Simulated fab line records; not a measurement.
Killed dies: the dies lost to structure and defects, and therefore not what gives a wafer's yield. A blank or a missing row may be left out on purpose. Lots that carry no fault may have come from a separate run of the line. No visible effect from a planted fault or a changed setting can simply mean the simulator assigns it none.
The tool behind it: which one? || flow sky130 || 10 lots, 30 wafers sampled, at 7 steps of a route of 708

== WHAT THE GAUGES READ, wafer by wafer ==
SKY_POLY_GATE_THK_MEAS_04.
{"lot": "L275", "measured": "day 15 18:01", "on": "filmMetro-01", "POLY_GATE_CVD_03_THK (nm)": "74.9 75.2 74.6"}
{"lot": "L276", "measured": "day 16 05:07", "on": "filmMetro-03", "POLY_GATE_CVD_03_THK (nm)": "74.0 74.0 74.0"}
{"lot": "L277", "measured": "day 16 16:06", "on": "filmMetro-02", "POLY_GATE_CVD_03_THK (nm)": "75.2 75.5 75.7"}
{"lot": "L278", "measured": "day 17 04:14", "on": "filmMetro-03", "POLY_GATE_CVD_03_THK (nm)": "75.7 75.7 75.7"}
{"lot": "L279", "measured": "day 17 12:37", "on": "filmMetro-01", "POLY_GATE_CVD_03_THK (nm)": "75.7 76.0 76.2"}
{"lot": "L280", "measured": "day 17 17:59", "on": "filmMetro-03", "POLY_GATE_CVD_03_THK (nm)": "75.1 75.0 74.7"}
{"lot": "L284", "measured": "day 19 07:48", "on": "filmMetro-01", "POLY_GATE_CVD_03_THK (nm)": "73.7 73.9 73.8"}
{"lot": "L287", "measured": "day 21 08:40", "on": "filmMetro-01", "POLY_GATE_CVD_03_THK (nm)": "46.6 45.9 46.3"}
{"lot": "L289", "measured": "day 21 08:40", "on": "filmMetro-03", "POLY_GATE_CVD_03_THK (nm)": "45.9 45.6 46.5"}
{"lot": "L296", "measured": "day 24 03:21", "on": "filmMetro-02", "POLY_GATE_CVD_03_THK (nm)": "75.3 74.9 76.0"}

SKY_SD_N_CD_MEAS_07: target cd 380 nm.
{"lot": "L275", "measured": "day 28 16:06", "on": "cdSem-01", "cdNm (nm)": "382.1 379.2 379.2"}
{"lot": "L276", "measured": "day 28 23:12", "on": "cdSem-01", "cdNm (nm)": "381.7 382.7 382.7"}
{"lot": "L277", "measured": "day 29 03:08", "on": "cdSem-01", "cdNm (nm)": "376.1 377.3 379.1"}
{"lot": "L278", "measured": "day 30 00:19", "on": "cdSem-01", "cdNm (nm)": "378.5 380.2 380.4"}
{"lot": "L279", "measured": "day 30 04:09", "on": "cdSem-02", "cdNm (nm)": "383.1 383.2 383.7"}
{"lot": "L280", "measured": "day 30 05:59", "on": "cdSem-02", "cdNm (nm)": "376.7 377.8 377.9"}
{"lot": "L284", "measured": "day 31 14:09", "on": "cdSem-01", "cdNm (nm)": "380.1 379.7 381.1"}
{"lot": "L287", "measured": "day 33 14:21", "on": "cdSem-02", "cdNm (nm)": "379.7 379.0 379.8"}
{"lot": "L289", "measured": "day 33 13:12", "on": "cdSem-01", "cdNm (nm)": "384.0 382.6 381.6"}
{"lot": "L296", "measured": "day 36 03:26", "on": "cdSem-01", "cdNm (nm)": "377.6 380.0 379.2"}

SKY_CONTACT_THK_MEAS_03.
{"lot": "L275", "measured": "day 31 03:34", "on": "filmMetro-02", "CONTACT_HDPCVD_THK (nm)": "569 579 568"}
{"lot": "L276", "measured": "day 31 11:27", "on": "filmMetro-04", "CONTACT_HDPCVD_THK (nm)": "556 561 562"}
{"lot": "L277", "measured": "day 31 14:59", "on": "filmMetro-02", "CONTACT_HDPCVD_THK (nm)": "570 560 563"}
{"lot": "L278", "measured": "day 32 12:23", "on": "filmMetro-02", "CONTACT_HDPCVD_THK (nm)": "564 562 565"}
{"lot": "L279", "measured": "day 32 16:04", "on": "filmMetro-04", "CONTACT_HDPCVD_THK (nm)": "555 558 562"}
{"lot": "L280", "measured": "day 32 17:25", "on": "filmMetro-01", "CONTACT_HDPCVD_THK (nm)": "570 568 568"}
{"lot": "L284", "measured": "day 34 01:17", "on": "filmMetro-01", "CONTACT_HDPCVD_THK (nm)": "565 567 562"}
{"lot": "L287", "measured": "day 36 00:56", "on": "filmMetro-02", "CONTACT_HDPCVD_THK (nm)": "563 563 563"}
{"lot": "L289", "measured": "day 35 22:44", "on": "filmMetro-02", "CONTACT_HDPCVD_THK (nm)": "568 561 562"}
{"lot": "L296", "measured": "day 38 11:14", "on": "filmMetro-04", "CONTACT_HDPCVD_THK (nm)": "562 565 561"}

== EACH LOT AND THE TOOL THAT RAN IT (in order: tool; ch and the chambers of the sampled wafers; start) ==
{"lot": "L275", "SKY_POLY_GATE_CVD_03": "lpcvd-02 ch 1, day 15 16:39", "SKY_POLY_GATE_ETCH_16": "rieDiel-02 ch 0,2,3, day 16 22:43", "SKY_POLY_CUT_ETCH_11": "rieDiel-01 ch 1,2,3, day 25 01:49", "SKY_LOCAL_INTERCONNECT_ETCH_13": "rieMetal-04 ch 0,1, day 31 02:41"}
{"lot": "L276", "SKY_POLY_GATE_CVD_03": "lpcvd-02 ch 0, day 16 03:45", "SKY_POLY_GATE_ETCH_16": "rieDiel-01 ch 1,2,3, day 17 09:34", "SKY_POLY_CUT_ETCH_11": "rieDiel-01 ch 1,3, day 25 07:32", "SKY_LOCAL_INTERCONNECT_ETCH_13": "rieMetal-03 ch 0,1, day 31 10:29"}
{"lot": "L277", "SKY_POLY_GATE_CVD_03": "lpcvd-02 ch 0, day 16 14:44", "SKY_POLY_GATE_ETCH_16": "rieDiel-02 ch 2,3, day 17 21:31", "SKY_POLY_CUT_ETCH_11": "rieDiel-04 ch 2,3, day 25 11:56", "SKY_LOCAL_INTERCONNECT_ETCH_13": "rieMetal-02 ch 0,1, day 31 14:05"}
{"lot": "L278", "SKY_POLY_GATE_CVD_03": "lpcvd-02 ch 0, day 17 02:51", "SKY_POLY_GATE_ETCH_16": "rieDiel-03 ch 0,2, day 18 11:40", "SKY_POLY_CUT_ETCH_11": "rieDiel-04 ch 1,3, day 26 11:03", "SKY_LOCAL_INTERCONNECT_ETCH_13": "rieMetal-04 ch 0,1, day 32 11:31"}
{"lot": "L279", "SKY_POLY_GATE_CVD_03": "lpcvd-02 ch 0, day 17 11:15", "SKY_POLY_GATE_ETCH_16": "rieDiel-02 ch 1,2,3, day 18 19:22", "SKY_POLY_CUT_ETCH_11": "rieDiel-04 ch 1,3, day 26 14:21", "SKY_LOCAL_INTERCONNECT_ETCH_13": "rieMetal-04 ch 0,1, day 32 15:11"}
{"lot": "L280", "SKY_POLY_GATE_CVD_03": "lpcvd-02 ch 0, day 17 16:38", "SKY_POLY_GATE_ETCH_16": "rieDiel-03 ch 0,1,3, day 19 01:43", "SKY_POLY_CUT_ETCH_11": "rieDiel-04 ch 0,1,3, day 26 17:05", "SKY_LOCAL_INTERCONNECT_ETCH_13": "rieMetal-03 ch 1, day 32 16:32"}
{"lot": "L284", "SKY_POLY_GATE_CVD_03": "lpcvd-02 ch 1, day 19 06:26", "SKY_POLY_GATE_ETCH_16": "rieDiel-02 ch 0,2, day 20 15:13", "SKY_POLY_CUT_ETCH_11": "rieDiel-01 ch 2,3, day 28 02:28", "SKY_LOCAL_INTERCONNECT_ETCH_13": "rieMetal-04 ch 1, day 34 00:19"}
{"lot": "L287", "SKY_POLY_GATE_CVD_03": "lpcvd-02 ch 1, day 21 07:18", "SKY_POLY_GATE_ETCH_16": "rieDiel-02 ch 0,1,2, day 22 14:25", "SKY_POLY_CUT_ETCH_11": "rieDiel-04 ch 0,1,2, day 30 04:13", "SKY_LOCAL_INTERCONNECT_ETCH_13": "rieMetal-04 ch 0,1, day 36 00:01"}
{"lot": "L289", "SKY_POLY_GATE_CVD_03": "lpcvd-02 ch 1, day 21 07:18", "SKY_POLY_GATE_ETCH_16": "rieDiel-03 ch 1,3, day 22 13:37", "SKY_POLY_CUT_ETCH_11": "rieDiel-02 ch 1,3, day 30 03:11", "SKY_LOCAL_INTERCONNECT_ETCH_13": "rieMetal-02 ch 0,1, day 35 21:50"}
{"lot": "L296", "SKY_POLY_GATE_CVD_03": "lpcvd-02 ch 1, day 24 01:58", "SKY_POLY_GATE_ETCH_16": "rieDiel-03 ch 0,1,3, day 25 08:53", "SKY_POLY_CUT_ETCH_11": "rieDiel-04 ch 1,2,3, day 32 18:18", "SKY_LOCAL_INTERCONNECT_ETCH_13": "rieMetal-04 ch 0,1, day 38 10:19"}
- SKY_POLY_GATE_CVD_03: deposits Si3N4 from DCS/NH3, target thk 75 nm, time 1290 s.
- SKY_POLY_GATE_ETCH_16: etches Si3N4 in CH3F/O2, stops on poly-Si, time 147.5 s, target depth 75 nm.
- SKY_POLY_CUT_ETCH_11: etches Si3N4 in CF4/CH2F2/Ar, stops on poly-Si, time 42.5 s, target depth 60 nm.
- SKY_LOCAL_INTERCONNECT_ETCH_13: etches BARC in N2/H2, stops on SiO2, time 45.9 s, target depth 60 nm.

== AS READ BY THE TOOLS THEMSELVES (means over the sampled wafers that have a number; for cases with no such wafer, the mark the record gives instead) ==
SKY_POLY_GATE_CVD_03.
{"lot": "L275", "tool": "lpcvd-02", "spikeTcCentreC (C)": 770.3, "zonePowerBottomPct (%)": 19.9, "zonePowerLowerPct (%)": 13.3}
{"lot": "L276", "tool": "lpcvd-02", "spikeTcCentreC (C)": 771.3, "zonePowerBottomPct (%)": 21.8, "zonePowerLowerPct (%)": 13.9}
{"lot": "L277", "tool": "lpcvd-02", "spikeTcCentreC (C)": 770.8, "zonePowerBottomPct (%)": 21.6, "zonePowerLowerPct (%)": 14.0}
{"lot": "L278", "tool": "lpcvd-02", "spikeTcCentreC (C)": 770.6, "zonePowerBottomPct (%)": 21.9, "zonePowerLowerPct (%)": 13.9}
{"lot": "L279", "tool": "lpcvd-02", "spikeTcCentreC (C)": 771.0, "zonePowerBottomPct (%)": 21.9, "zonePowerLowerPct (%)": 14.0}
{"lot": "L280", "tool": "lpcvd-02", "spikeTcCentreC (C)": 770.5, "zonePowerBottomPct (%)": 21.6, "zonePowerLowerPct (%)": 14.0}
{"lot": "L284", "tool": "lpcvd-02", "spikeTcCentreC (C)": 771.0, "zonePowerBottomPct (%)": 19.9, "zonePowerLowerPct (%)": 13.3}
{"lot": "L287", "tool": "lpcvd-02", "spikeTcCentreC (C)": 771.8, "zonePowerBottomPct (%)": 19.9, "zonePowerLowerPct (%)": 13.3}
{"lot": "L289", "tool": "lpcvd-02", "spikeTcCentreC (C)": 771.3, "zonePowerBottomPct (%)": 19.6, "zonePowerLowerPct (%)": 13.4}
{"lot": "L296", "tool": "lpcvd-02", "spikeTcCentreC (C)": 772.0, "zonePowerBottomPct (%)": 19.8, "zonePowerLowerPct (%)": 13.3}

SKY_POLY_GATE_ETCH_16.
{"lot": "L275", "tool": "rieDiel-02", "O2_flow_sccm (sccm)": 29.98, "drypumpMotorCurrentA (A)": 5.9, "oesProductAu (a.u.)": 0.638, "throttleValvePct (%)": 10.537}
{"lot": "L276", "tool": "rieDiel-01", "O2_flow_sccm (sccm)": 29.97, "drypumpMotorCurrentA (A)": 5.4, "oesProductAu (a.u.)": 0.638, "throttleValvePct (%)": 10.531}
{"lot": "L277", "tool": "rieDiel-02", "O2_flow_sccm (sccm)": 29.88, "drypumpMotorCurrentA (A)": 6.0, "oesProductAu (a.u.)": 0.647, "throttleValvePct (%)": 10.543}
{"lot": "L278", "tool": "rieDiel-03", "O2_flow_sccm (sccm)": 30.02, "drypumpMotorCurrentA (A)": 6.0, "oesProductAu (a.u.)": 0.642, "throttleValvePct (%)": 10.534}
{"lot": "L279", "tool": "rieDiel-02", "O2_flow_sccm (sccm)": 30.01, "drypumpMotorCurrentA (A)": 5.9, "oesProductAu (a.u.)": 0.649, "throttleValvePct (%)": 10.529}
{"lot": "L280", "tool": "rieDiel-03", "O2_flow_sccm (sccm)": 30.00, "drypumpMotorCurrentA (A)": 5.7, "oesProductAu (a.u.)": 0.639, "throttleValvePct (%)": 10.539}
{"lot": "L284", "tool": "rieDiel-02", "O2_flow_sccm (sccm)": 29.93, "drypumpMotorCurrentA (A)": 5.9, "oesProductAu (a.u.)": 0.638, "throttleValvePct (%)": 10.530}
{"lot": "L287", "tool": "rieDiel-02", "O2_flow_sccm (sccm)": 30.03, "drypumpMotorCurrentA (A)": 5.8, "oesProductAu (a.u.)": 0.541, "throttleValvePct (%)": 10.532}
{"lot": "L289", "tool": "rieDiel-03", "O2_flow_sccm (sccm)": 30.04, "drypumpMotorCurrentA (A)": 5.7, "oesProductAu (a.u.)": 0.544, "throttleValvePct (%)": 10.525}
{"lot": "L296", "tool": "rieDiel-03", "O2_flow_sccm (sccm)": 29.95, "drypumpMotorCurrentA (A)": 5.7, "oesProductAu (a.u.)": 0.644, "throttleValvePct (%)": 10.542}

SKY_POLY_CUT_ETCH_11.
{"lot": "L275", "tool": "rieDiel-01", "drypumpMotorCurrentA (A)": 5.4, "mfcArSccm (sccm)": 149.8, "oesProductAu (a.u.)": 0.829, "throttleValvePct (%)": 14.996}
{"lot": "L276", "tool": "rieDiel-01", "drypumpMotorCurrentA (A)": 5.6, "mfcArSccm (sccm)": 150.0, "oesProductAu (a.u.)": 0.823, "throttleValvePct (%)": 14.989}
{"lot": "L277", "tool": "rieDiel-04", "drypumpMotorCurrentA (A)": 5.5, "mfcArSccm (sccm)": 150.8, "oesProductAu (a.u.)": 0.833, "throttleValvePct (%)": 14.986}
{"lot": "L278", "tool": "rieDiel-04", "drypumpMotorCurrentA (A)": 5.5, "mfcArSccm (sccm)": 149.9, "oesProductAu (a.u.)": 0.833, "throttleValvePct (%)": 14.993}
{"lot": "L279", "tool": "rieDiel-04", "drypumpMotorCurrentA (A)": 5.5, "mfcArSccm (sccm)": 149.8, "oesProductAu (a.u.)": 0.835, "throttleValvePct (%)": 14.993}
{"lot": "L280", "tool": "rieDiel-04", "drypumpMotorCurrentA (A)": 5.7, "mfcArSccm (sccm)": 150.1, "oesProductAu (a.u.)": 0.832, "throttleValvePct (%)": 14.992}
{"lot": "L284", "tool": "rieDiel-01", "drypumpMotorCurrentA (A)": 5.2, "mfcArSccm (sccm)": 150.1, "oesProductAu (a.u.)": 0.826, "throttleValvePct (%)": 14.992}
{"lot": "L287", "tool": "rieDiel-04", "drypumpMotorCurrentA (A)": 5.7, "mfcArSccm (sccm)": 149.9, "oesProductAu (a.u.)": 0.656, "throttleValvePct (%)": 14.969}
{"lot": "L289", "tool": "rieDiel-02", "drypumpMotorCurrentA (A)": 5.9, "mfcArSccm (sccm)": 150.0, "oesProductAu (a.u.)": 0.656, "throttleValvePct (%)": 14.978}
{"lot": "L296", "tool": "rieDiel-04", "drypumpMotorCurrentA (A)": 5.5, "mfcArSccm (sccm)": 149.4, "oesProductAu (a.u.)": 0.830, "throttleValvePct (%)": 14.997}

SKY_LOCAL_INTERCONNECT_ETCH_13.
{"lot": "L275", "tool": "rieMetal-04", "drypumpMotorCurrentA (A)": 5.7, "h2FlowSccm (sccm)": 200.2, "oesProductAu (a.u.)": 0.857, "throttleValvePct (%)": 13.234}
{"lot": "L276", "tool": "rieMetal-03", "drypumpMotorCurrentA (A)": 5.9, "h2FlowSccm (sccm)": 199.3, "oesProductAu (a.u.)": 0.853, "throttleValvePct (%)": 13.222}
{"lot": "L277", "tool": "rieMetal-02", "drypumpMotorCurrentA (A)": 5.8, "h2FlowSccm (sccm)": 200.3, "oesProductAu (a.u.)": 0.855, "throttleValvePct (%)": 13.222}
{"lot": "L278", "tool": "rieMetal-04", "drypumpMotorCurrentA (A)": 5.7, "h2FlowSccm (sccm)": 200.0, "oesProductAu (a.u.)": 0.854, "throttleValvePct (%)": 13.228}
{"lot": "L279", "tool": "rieMetal-04", "drypumpMotorCurrentA (A)": 5.4, "h2FlowSccm (sccm)": 200.0, "oesProductAu (a.u.)": 0.862, "throttleValvePct (%)": 13.245}
{"lot": "L280", "tool": "rieMetal-03", "drypumpMotorCurrentA (A)": 5.6, "h2FlowSccm (sccm)": 199.6, "oesProductAu (a.u.)": 0.854, "throttleValvePct (%)": 13.224}
{"lot": "L284", "tool": "rieMetal-04", "drypumpMotorCurrentA (A)": 5.2, "h2FlowSccm (sccm)": 200.0, "oesProductAu (a.u.)": 0.860, "throttleValvePct (%)": 13.219}
{"lot": "L287", "tool": "rieMetal-04", "drypumpMotorCurrentA (A)": 5.5, "h2FlowSccm (sccm)": 200.5, "oesProductAu (a.u.)": 0.851, "throttleValvePct (%)": 13.237}
{"lot": "L289", "tool": "rieMetal-02", "drypumpMotorCurrentA (A)": 5.8, "h2FlowSccm (sccm)": 199.8, "oesProductAu (a.u.)": 0.848, "throttleValvePct (%)": 13.217}
{"lot": "L296", "tool": "rieMetal-04", "drypumpMotorCurrentA (A)": 5.7, "h2FlowSccm (sccm)": 200.1, "oesProductAu (a.u.)": 0.854, "throttleValvePct (%)": 13.227}

== THE ANSWER, worked out from the rows above alone ==
Rule: the usual values come from the lots themselves. Put in order of their means at a reading, lots are off if they are a third of the lots or fewer, leave a main group of 4 or more, and stand apart from it by a gap of 3 or more times the standard deviation of the main group's means; of several such gaps the widest counts. If all means in a main group match to the digits the tables above print for the reading, that group is not used. A lot without any number at a reading at which 4 lots or more have one is off too. All remaining lots with rows at the step are treated as sound. Order of review: gauges by route order, followed by the tools' own readings, for which a lot's mean as printed above is used. The first step at which some lot is off is used, and at that step the reading that is off furthest; a lot without a number counts as furthest.
Off: L287, L289, seen at SKY_POLY_GATE_THK_MEAS_04 (POLY_GATE_CVD_03_THK). For the main group the mean is 75.0 nm and the standard deviation 0.73.
If a tool, at a process step before that reading, ran all the lots that are off and no sound lot after the first of them, it fits. The gauges at SKY_POLY_GATE_THK_MEAS_04 aren't tried: what is off there is off at SKY_POLY_GATE_ETCH_16 too, on other tools, and a gauge's error can't cause that. Of those tried, none fits.

== WHAT THE SIMULATOR HAD PUT IN ==
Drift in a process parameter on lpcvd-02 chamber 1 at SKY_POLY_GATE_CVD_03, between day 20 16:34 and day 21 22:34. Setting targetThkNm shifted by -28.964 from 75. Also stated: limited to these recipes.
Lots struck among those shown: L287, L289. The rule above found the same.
